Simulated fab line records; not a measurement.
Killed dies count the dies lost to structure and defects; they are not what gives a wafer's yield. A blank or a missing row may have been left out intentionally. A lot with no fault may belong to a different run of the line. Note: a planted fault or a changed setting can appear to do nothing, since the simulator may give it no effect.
A sampling plan put to the test    flow gf180mcu    one fab line, 60 faults that these records tell of, each judged on the records of the lots that it struck; 1 more is left out, because the records don't allow judging it
The plan consists of the line's own looks: route steps at which the wafer is read by a gauge or an inspection but not changed. A look can be judged if struck wafers have a number there and the file gives its usual mean and standard deviation on fault-free wafers. Caught: a look later than the fault's first step finds the struck wafers' mean 4 or more of those standard deviations (sigma) from the usual mean. On the tool: the fault's steps, tested the same way using the tool's own readings. Also counted as caught: the struck wafers showing another recipe, or a record that is empty for them alone.

## THE FAULTS, as the simulator had put them in
1. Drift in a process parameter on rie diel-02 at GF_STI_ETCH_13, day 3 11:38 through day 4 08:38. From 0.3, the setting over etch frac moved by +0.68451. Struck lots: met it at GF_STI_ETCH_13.
2. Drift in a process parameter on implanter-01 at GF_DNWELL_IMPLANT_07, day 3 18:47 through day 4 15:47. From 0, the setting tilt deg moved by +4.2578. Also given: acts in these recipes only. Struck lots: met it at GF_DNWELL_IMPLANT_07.
3. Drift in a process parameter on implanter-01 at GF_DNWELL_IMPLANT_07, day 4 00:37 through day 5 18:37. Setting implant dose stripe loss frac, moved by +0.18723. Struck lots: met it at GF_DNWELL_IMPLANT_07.
4. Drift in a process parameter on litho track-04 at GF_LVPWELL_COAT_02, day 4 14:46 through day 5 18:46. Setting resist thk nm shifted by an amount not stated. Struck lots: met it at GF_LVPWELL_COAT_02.
5. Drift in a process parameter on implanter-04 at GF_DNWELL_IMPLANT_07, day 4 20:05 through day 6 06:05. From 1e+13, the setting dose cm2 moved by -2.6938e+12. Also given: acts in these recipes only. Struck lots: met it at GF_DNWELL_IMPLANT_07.
6. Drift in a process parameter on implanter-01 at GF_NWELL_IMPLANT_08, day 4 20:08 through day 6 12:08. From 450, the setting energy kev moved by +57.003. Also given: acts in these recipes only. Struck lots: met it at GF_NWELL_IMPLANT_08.
7. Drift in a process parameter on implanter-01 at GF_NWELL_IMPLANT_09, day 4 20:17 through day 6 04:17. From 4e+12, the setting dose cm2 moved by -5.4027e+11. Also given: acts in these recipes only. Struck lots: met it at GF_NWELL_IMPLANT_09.
8. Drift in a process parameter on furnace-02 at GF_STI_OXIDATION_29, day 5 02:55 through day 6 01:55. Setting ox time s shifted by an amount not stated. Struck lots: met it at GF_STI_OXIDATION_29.
9. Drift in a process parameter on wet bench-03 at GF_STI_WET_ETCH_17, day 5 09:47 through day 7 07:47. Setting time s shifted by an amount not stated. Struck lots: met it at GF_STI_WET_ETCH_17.
10. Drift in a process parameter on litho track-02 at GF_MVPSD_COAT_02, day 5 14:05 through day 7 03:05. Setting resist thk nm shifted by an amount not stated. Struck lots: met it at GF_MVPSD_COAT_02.
11. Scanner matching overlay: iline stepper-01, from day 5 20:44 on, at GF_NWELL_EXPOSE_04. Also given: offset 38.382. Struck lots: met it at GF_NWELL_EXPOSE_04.
12. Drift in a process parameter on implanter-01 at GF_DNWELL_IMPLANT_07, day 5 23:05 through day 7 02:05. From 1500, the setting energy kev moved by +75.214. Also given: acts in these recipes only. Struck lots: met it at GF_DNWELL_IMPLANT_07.
13. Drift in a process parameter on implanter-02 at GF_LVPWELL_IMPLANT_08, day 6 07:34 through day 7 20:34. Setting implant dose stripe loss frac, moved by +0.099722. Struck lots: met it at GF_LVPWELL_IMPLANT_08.
14. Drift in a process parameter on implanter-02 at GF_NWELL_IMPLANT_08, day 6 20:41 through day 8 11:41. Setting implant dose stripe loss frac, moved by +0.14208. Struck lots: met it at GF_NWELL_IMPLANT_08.
15. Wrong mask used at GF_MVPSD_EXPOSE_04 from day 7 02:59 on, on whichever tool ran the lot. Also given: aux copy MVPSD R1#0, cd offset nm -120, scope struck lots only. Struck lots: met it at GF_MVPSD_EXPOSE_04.
16. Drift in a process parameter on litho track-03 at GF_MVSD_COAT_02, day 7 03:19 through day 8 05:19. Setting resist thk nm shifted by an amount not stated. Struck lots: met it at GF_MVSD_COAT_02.
17. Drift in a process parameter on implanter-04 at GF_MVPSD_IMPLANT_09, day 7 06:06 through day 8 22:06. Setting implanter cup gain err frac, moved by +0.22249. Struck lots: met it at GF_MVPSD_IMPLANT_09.
18. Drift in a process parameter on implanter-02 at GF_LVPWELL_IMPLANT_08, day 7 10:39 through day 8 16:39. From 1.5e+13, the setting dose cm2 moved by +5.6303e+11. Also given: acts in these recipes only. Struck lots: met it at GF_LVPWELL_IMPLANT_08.
19. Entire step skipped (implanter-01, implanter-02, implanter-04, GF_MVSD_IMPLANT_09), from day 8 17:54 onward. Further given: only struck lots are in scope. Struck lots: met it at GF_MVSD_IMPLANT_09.
20. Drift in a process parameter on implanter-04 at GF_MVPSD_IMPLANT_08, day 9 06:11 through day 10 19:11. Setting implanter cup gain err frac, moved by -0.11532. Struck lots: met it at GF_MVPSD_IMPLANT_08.
21. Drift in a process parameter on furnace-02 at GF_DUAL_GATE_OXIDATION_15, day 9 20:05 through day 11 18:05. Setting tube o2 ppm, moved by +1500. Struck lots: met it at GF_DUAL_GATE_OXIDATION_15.
22. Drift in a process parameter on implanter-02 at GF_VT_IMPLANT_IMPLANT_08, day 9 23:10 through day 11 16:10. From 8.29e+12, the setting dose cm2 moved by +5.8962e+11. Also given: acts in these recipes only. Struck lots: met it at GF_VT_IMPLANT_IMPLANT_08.
23. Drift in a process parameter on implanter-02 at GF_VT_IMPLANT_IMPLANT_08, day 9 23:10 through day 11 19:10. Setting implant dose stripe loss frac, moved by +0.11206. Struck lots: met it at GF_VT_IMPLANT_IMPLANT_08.
24. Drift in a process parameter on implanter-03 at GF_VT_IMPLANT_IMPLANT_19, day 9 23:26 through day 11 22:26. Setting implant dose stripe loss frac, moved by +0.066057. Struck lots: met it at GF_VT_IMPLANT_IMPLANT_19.
25. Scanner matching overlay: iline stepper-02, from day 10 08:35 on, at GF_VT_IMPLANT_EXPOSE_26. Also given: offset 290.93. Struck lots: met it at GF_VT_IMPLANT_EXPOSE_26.
26. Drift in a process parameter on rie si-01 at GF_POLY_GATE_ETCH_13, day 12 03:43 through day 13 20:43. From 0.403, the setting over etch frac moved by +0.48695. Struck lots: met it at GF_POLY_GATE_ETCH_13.
27. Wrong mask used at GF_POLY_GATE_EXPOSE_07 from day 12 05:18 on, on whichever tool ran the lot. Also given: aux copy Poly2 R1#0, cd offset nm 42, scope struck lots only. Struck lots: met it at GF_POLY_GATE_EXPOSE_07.
28. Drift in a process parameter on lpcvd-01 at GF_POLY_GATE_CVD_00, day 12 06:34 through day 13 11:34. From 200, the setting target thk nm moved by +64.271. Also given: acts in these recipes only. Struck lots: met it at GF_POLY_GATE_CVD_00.
29. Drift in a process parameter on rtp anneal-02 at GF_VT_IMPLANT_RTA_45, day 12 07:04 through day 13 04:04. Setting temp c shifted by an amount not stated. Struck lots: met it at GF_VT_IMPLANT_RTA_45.
30. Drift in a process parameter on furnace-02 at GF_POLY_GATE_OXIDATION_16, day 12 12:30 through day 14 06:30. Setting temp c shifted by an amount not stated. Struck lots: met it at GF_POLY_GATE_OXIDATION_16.
31. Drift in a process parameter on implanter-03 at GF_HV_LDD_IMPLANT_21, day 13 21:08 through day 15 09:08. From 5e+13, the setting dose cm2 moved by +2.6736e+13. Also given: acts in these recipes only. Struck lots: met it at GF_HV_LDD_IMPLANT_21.
32. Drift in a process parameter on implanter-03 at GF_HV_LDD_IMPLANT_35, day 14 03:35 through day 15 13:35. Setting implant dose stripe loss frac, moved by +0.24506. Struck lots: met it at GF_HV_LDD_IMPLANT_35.
33. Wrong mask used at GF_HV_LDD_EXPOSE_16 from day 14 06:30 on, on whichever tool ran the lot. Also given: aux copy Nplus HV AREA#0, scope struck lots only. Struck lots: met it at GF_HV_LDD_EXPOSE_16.
34. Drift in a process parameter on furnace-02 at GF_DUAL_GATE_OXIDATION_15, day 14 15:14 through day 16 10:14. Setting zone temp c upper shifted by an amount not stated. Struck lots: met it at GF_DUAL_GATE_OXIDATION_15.
35. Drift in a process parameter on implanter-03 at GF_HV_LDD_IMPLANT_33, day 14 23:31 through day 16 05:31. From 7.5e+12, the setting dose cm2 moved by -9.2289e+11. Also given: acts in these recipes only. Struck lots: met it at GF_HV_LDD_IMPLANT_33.
36. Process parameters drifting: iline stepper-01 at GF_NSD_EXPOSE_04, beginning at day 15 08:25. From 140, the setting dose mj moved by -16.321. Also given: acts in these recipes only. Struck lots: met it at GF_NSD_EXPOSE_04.
37. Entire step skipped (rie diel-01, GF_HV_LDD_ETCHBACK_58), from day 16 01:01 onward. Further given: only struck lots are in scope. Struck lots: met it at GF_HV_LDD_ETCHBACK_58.
38. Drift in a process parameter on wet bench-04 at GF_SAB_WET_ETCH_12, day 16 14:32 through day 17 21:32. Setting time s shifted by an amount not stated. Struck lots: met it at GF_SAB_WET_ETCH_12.
39. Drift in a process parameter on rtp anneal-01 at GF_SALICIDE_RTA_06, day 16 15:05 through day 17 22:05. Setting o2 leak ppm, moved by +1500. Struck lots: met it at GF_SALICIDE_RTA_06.
40. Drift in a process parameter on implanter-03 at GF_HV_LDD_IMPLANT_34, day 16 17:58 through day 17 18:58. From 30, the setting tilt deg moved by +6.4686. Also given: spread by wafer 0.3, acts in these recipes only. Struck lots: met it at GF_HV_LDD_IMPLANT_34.
41. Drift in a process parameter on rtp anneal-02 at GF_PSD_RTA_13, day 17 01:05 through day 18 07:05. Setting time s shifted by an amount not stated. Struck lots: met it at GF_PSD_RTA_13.
42. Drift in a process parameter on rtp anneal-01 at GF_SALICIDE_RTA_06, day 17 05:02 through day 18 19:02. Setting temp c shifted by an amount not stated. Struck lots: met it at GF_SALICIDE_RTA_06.
43. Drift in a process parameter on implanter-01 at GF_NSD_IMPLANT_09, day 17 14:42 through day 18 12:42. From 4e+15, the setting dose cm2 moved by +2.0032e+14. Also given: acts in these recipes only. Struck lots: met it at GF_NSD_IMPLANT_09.
44. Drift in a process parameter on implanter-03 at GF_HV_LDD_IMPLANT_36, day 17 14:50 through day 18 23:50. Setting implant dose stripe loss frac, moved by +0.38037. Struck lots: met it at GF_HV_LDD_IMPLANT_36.
45. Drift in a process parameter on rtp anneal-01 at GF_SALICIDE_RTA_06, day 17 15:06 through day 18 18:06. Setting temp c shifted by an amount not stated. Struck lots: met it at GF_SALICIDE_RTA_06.
46. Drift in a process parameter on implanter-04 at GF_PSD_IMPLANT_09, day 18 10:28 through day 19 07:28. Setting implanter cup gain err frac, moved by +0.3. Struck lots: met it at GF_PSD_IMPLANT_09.
47. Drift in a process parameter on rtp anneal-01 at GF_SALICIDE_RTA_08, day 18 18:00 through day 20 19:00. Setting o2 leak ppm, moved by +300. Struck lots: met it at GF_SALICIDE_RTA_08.
48. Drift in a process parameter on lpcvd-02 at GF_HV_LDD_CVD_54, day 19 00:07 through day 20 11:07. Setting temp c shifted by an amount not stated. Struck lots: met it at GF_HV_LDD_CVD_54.
49. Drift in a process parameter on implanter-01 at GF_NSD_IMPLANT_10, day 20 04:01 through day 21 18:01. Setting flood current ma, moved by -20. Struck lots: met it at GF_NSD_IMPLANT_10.
50. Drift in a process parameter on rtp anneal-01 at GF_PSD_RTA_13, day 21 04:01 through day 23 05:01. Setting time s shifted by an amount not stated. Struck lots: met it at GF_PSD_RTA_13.
51. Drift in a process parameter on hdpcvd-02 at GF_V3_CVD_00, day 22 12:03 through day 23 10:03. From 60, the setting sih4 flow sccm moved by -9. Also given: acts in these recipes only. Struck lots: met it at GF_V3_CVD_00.
52. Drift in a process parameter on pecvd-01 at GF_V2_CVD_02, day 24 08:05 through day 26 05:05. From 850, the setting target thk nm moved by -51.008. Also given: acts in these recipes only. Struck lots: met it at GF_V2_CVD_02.
53. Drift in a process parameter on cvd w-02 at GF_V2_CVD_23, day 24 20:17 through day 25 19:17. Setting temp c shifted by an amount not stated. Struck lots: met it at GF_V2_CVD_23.
54. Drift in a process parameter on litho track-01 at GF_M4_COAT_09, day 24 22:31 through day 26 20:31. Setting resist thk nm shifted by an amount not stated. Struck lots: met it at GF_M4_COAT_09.
55. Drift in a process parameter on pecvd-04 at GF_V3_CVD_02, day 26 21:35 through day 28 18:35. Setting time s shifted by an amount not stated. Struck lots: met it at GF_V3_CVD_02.
56. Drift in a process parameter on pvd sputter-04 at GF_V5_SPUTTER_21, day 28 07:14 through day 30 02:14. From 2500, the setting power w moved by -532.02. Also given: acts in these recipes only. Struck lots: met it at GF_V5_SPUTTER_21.
57. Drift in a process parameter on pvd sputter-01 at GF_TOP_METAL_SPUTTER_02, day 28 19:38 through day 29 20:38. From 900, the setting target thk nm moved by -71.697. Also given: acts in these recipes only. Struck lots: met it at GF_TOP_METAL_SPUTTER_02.
58. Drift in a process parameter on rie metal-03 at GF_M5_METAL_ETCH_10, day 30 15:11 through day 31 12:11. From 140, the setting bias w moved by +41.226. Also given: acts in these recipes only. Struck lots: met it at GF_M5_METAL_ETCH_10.
59. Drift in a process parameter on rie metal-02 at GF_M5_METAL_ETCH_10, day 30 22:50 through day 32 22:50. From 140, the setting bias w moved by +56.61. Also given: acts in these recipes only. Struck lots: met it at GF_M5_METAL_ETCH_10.
60. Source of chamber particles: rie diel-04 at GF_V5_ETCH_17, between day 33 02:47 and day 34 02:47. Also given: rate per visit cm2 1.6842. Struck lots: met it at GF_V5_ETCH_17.

## WHAT THE PLAN SAW
fault  on the tool itself                                first look that catches it                       reading, sigma                                              median hours from its first step to that look  hours from the fault's start to the first struck lot there  judged looks passed uncaught
1      oes product au -27 sigma                          not the one look that can be judged after it     -                                                           -                                              -                                                           1
2      tilt deg +99 or beyond sigma                      GF_DNWELL_TW_MEAS_09                             DNWELL_TW +20                                               0.2                                            3                                                           0
3      no reading that can be judged                     GF_DNWELL_TW_MEAS_09                             DNWELL_TW -6.4                                              0.2                                            3                                                           0
4      under 2 sigma                                     none of the 2 looks that can be judged after it  -                                                           -                                              -                                                           2
5      dose ions cm2 -99 or beyond sigma                 GF_DNWELL_TW_MEAS_09                             DNWELL_TW -16                                               0.2                                            8                                                           0
6      beam energy keV +99 or beyond sigma               GF_VT_IMPLANT_RS_MEAS_47                         NWELL_RS -7.8                                               114.3                                          129                                                         0
7      dose ions cm2 -99 or beyond sigma                 GF_VT_IMPLANT_RS_MEAS_47                         NWELL_RS +7.3                                               114.1                                          128                                                         0
8      under 2 sigma                                     GF_STI_THK_MEAS_30                               STI_OXIDATION_02_THK -14                                    1.4                                            3                                                           0
9      run length s -68 sigma                            none of the 2 looks that can be judged after it  -                                                           -                                              -                                                           2
10     no reading that can be judged                     not the one look that can be judged after it     -                                                           -                                              -                                                           1
11     no reading that can be judged                     GF_NWELL_OVL_MEAS_07                             NWELL_OVL +26                                               7.3                                            10                                                          0
12     beam energy keV +99 or beyond sigma               no look after it can be judged                   -                                                           -                                              -                                                           0
13     under 2 sigma                                     GF_VT_IMPLANT_RS_MEAS_48                         LVPWELL_RS +12                                              100.9                                          103                                                         1
14     under 2 sigma                                     GF_NWELL_TW_MEAS_11                              NWELL_TW -4.4                                               0.4                                            14                                                          0
15     no reading that can be judged                     not the one look that can be judged after it     -                                                           -                                              -                                                           1
16     under 2 sigma                                     GF_MVPSD_TW_MEAS_11                              MVPSD_TW +99 or beyond                                      25.3                                           29                                                          0
17     faraday current uA +11 sigma                      GF_VT_IMPLANT_RS_MEAS_49                         MVPSD_RS +13                                                69.5                                           76                                                          0
18     dose ions cm2 +33 sigma                           GF_VT_IMPLANT_RS_MEAS_48                         LVPWELL_RS -7.0                                             107.5                                          108                                                         0
19     the tool's record is blank for the struck wafers  GF_MVSD_TW_MEAS_11                               MVSD_TW -6.5                                                0.2                                            2                                                           0
20     beam on s +5.7 sigma                              GF_MVPSD_TW_MEAS_11                              MVPSD_TW +4.5                                               0.4                                            12                                                          0
21     under 2 sigma                                     no look after it can be judged                   -                                                           -                                              -                                                           0
22     dose ions cm2 +69 sigma                           GF_VT_IMPLANT_TW_MEAS_10                         VT_IMPLANT_TW +4.2                                          0.2                                            8                                                           0
23     no reading that can be judged                     none of the 2 looks that can be judged after it  strongest: VT_IMPLANT_TW at GF_VT_IMPLANT_TW_MEAS_10, -3.5  -                                              -                                                           2
24     no reading that can be judged                     none of the 8 looks that can be judged after it  -                                                           -                                              -                                                           8
25     under 2 sigma                                     GF_VT_IMPLANT_OVL_MEAS_29                        VT_IMPLANT_02_OVL +99 or beyond                             8.8                                            15                                                          0
26     oes product au -23 sigma                          not the one look that can be judged after it     -                                                           -                                              -                                                           1
27     under 2 sigma                                     GF_POLY_GATE_CD_MEAS_10                          cd nm +28                                                   9.8                                            14                                                          0
28     no reading that can be judged                     GF_POLY_GATE_THK_MEAS_01                         POLY_GATE_CVD_00_THK +28                                    1.3                                            5                                                           0
29     wafer_temp_C_max -61 sigma                        not the one look that can be judged after it     -                                                           -                                              -                                                           1
30     spike tc upper C -23 sigma                        GF_POLY_GATE_THK_MEAS_17                         POLY_GATE_OXIDATION_THK -12                                 1.3                                            8                                                           0
31     dose ions cm2 +99 or beyond sigma                 GF_HV_LDD_TW_MEAS_23                             HV_LDD_2_TW +24                                             0.2                                            2                                                           0
32     no reading that can be judged                     none of the 7 looks that can be judged after it  -                                                           -                                              -                                                           7
33     no reading that can be judged                     GF_HV_LDD_TW_MEAS_23                             HV_LDD_2_TW -99 or beyond                                   10.7                                           14                                                          0
34     spike tc upper C -38 sigma                        no look after it can be judged                   -                                                           -                                              -                                                           0
35     dose ions cm2 -99 or beyond sigma                 none of the 2 looks that can be judged after it  strongest: HV_LDD_RS at GF_HV_LDD_RS_MEAS_53, +2.5          -                                              -                                                           2
36     exposure dose mJ cm2 -70 sigma                    GF_NSD_CD_MEAS_07                                cd nm -16                                                   10.9                                           18                                                          0
37     the tool's record is blank for the struck wafers  no look after it can be judged                   -                                                           -                                              -                                                           0
38     run length s -99 or beyond sigma                  no look after it can be judged                   -                                                           -                                              -                                                           0
39     chamber o2 ppm +99 or beyond sigma                no look after it can be judged                   -                                                           -                                              -                                                           0
40     no reading that can be judged                     not the one look that can be judged after it     -                                                           -                                              -                                                           1
41     run length s +99 or beyond sigma                  GF_PSD_RS_MEAS_14                                NSD_RS -53                                                  0.1                                            15                                                          0
42     wafer_temp_C_max -64 sigma                        no look after it can be judged                   -                                                           -                                              -                                                           0
43     dose ions cm2 +44 sigma                           none of the 3 looks that can be judged after it  strongest: NSD_RS at GF_PSD_RS_MEAS_14, -2.7                -                                              -                                                           3
44     under 2 sigma                                     none of the 7 looks that can be judged after it  -                                                           -                                              -                                                           7
45     wafer_temp_C_max -99 or beyond sigma              no look after it can be judged                   -                                                           -                                              -                                                           0
46     faraday current uA +14 sigma                      GF_PSD_TW_MEAS_11                                PSD_TW -9.3                                                 0.2                                            7                                                           0
47     chamber o2 ppm +99 or beyond sigma                no look after it can be judged                   -                                                           -                                              -                                                           0
48     spike tc centre C +12 sigma                       GF_HV_LDD_THK_MEAS_55                            HV_LDD_CVD_54_THK +32                                       1.0                                            6                                                           0
49     no reading that can be judged                     none of the 9 looks that can be judged after it  -                                                           -                                              -                                                           9
50     run length s +50 sigma                            GF_PSD_RS_MEAS_14                                NSD_RS -26                                                  0.1                                            5                                                           0
51     sih4 flow sccm -44 sigma                          GF_V3_THK_MEAS_01                                V3_CVD_00_THK -16                                           0.1                                            7                                                           0
52     under 2 sigma                                     GF_V2_THK_MEAS_03                                V2_CVD_02_THK -4.5                                          0.1                                            8                                                           0
53     susceptor temp C -57 sigma                        GF_V2_RS_MEAS_24                                 V2_W_RS +26                                                 0.1                                            4                                                           0
54     no reading that can be judged                     not the one look that can be judged after it     -                                                           -                                              -                                                           1
55     run length s -20 sigma                            GF_V3_THK_MEAS_03                                V3_CVD_02_THK -9.5                                          0.1                                            8                                                           0
56     cathode dc power W -99 or beyond sigma            no look after it can be judged                   -                                                           -                                              -                                                           0
57     under 2 sigma                                     GF_TOP_METAL_RS_MEAS_05                          TOP_METAL_ALCU_RS +9.7                                      0.1                                            9                                                           0
58     bias w +89 sigma                                  no look after it can be judged                   -                                                           -                                              -                                                           0
59     bias w +99 or beyond sigma                        not the one look that can be judged after it     -                                                           -                                              -                                                           1
60     under 2 sigma                                     not the one look that can be judged after it     -                                                           -                                              -                                                           1
Dash: fault not caught, or number not given in these records.

Caught at a look: 31 of 60. Caught on the tool: 36 of 60. By one or the other: 48 of 60.
On the tool alone, faults 1, 9, 12, 26, 29, 34, 35, 37, 38, 39, 42, 43, 45, 47, 56, 58, 59 were caught.
Caught at a look alone: faults 3, 8, 11, 13, 14, 16, 25, 27, 28, 33, 52, 57.
Caught by neither: faults 4, 10, 15, 21, 23, 24, 32, 40, 44, 49, 54, 60.

## THINNER SAMPLING
Were the look that catches a fault to measure just every second or every third lot (counted by lot number), the first struck lot would, at worst, be measured this late:
fault  struck lots at that look, in order of time  every lot  every second lot  every third lot
2      L114, L115                                  3 h        9 h               may miss all 2
3      L595, L602                                  3 h        40 h              may miss all 2
5      L420, L421                                  8 h        14 h              may miss all 2
6      L507, L508                                  129 h      134 h             may miss all 2
7      L323, L324                                  128 h      134 h             may miss all 2
8      L965, L967                                  3 h        may miss all 2    may miss all 2
11     L775, L776                                  10 h       14 h              may miss all 2
13     L955                                        103 h      may miss it       may miss it
14     L755, L756, L759                            14 h       19 h              may miss all 3
16     L164, L165, L167                            29 h       33 h              may miss all 3
17     L507, L509                                  76 h       may miss all 2    may miss all 2
18     L936, L938                                  108 h      may miss all 2    may miss all 2
19     L430, L431, L432                            2 h        7 h               14 h
20     L779, L780                                  12 h       19 h              may miss all 2
22     L103, L105                                  8 h        may miss all 2    may miss all 2
25     L929, L930                                  15 h       18 h              may miss all 2
27     L354                                        14 h       may miss it       may miss it
28     L327, L328, L329                            5 h        12 h              17 h
30     L106, L107, L108                            8 h        14 h              20 h
31     L435, L439                                  2 h        may miss all 2    may miss all 2
33     L618                                        14 h       may miss it       may miss it
36     L882, L884                                  18 h       may miss all 2    may miss all 2
41     L749, L751                                  15 h       may miss all 2    may miss all 2
46     L961, L962                                  7 h        16 h              may miss all 2
48     L382, L385                                  6 h        24 h              may miss all 2
50     L147, L148                                  5 h        13 h              may miss all 2
51     L417, L418                                  7 h        20 h              may miss all 2
52     L470, L472                                  8 h        may miss all 2    may miss all 2
53     L960, L962                                  4 h        may miss all 2    may miss all 2
55     L346, L351                                  8 h        43 h              may miss all 2
57     L138, L139                                  9 h        20 h              may miss all 2
Hours: fault start to first struck lot measured. 4 sigma limit: tested on the pooled struck wafers, so a lone lot may be under it. Other struck lots may not be in these records.

## THE LONGEST TIMED WAY FROM STEP TO LOOK
In fault 6, a median of 114.3 hours elapses between GF_NWELL_IMPLANT_08 and GF_VT_IMPLANT_RS_MEAS_47. No look between them can be judged.
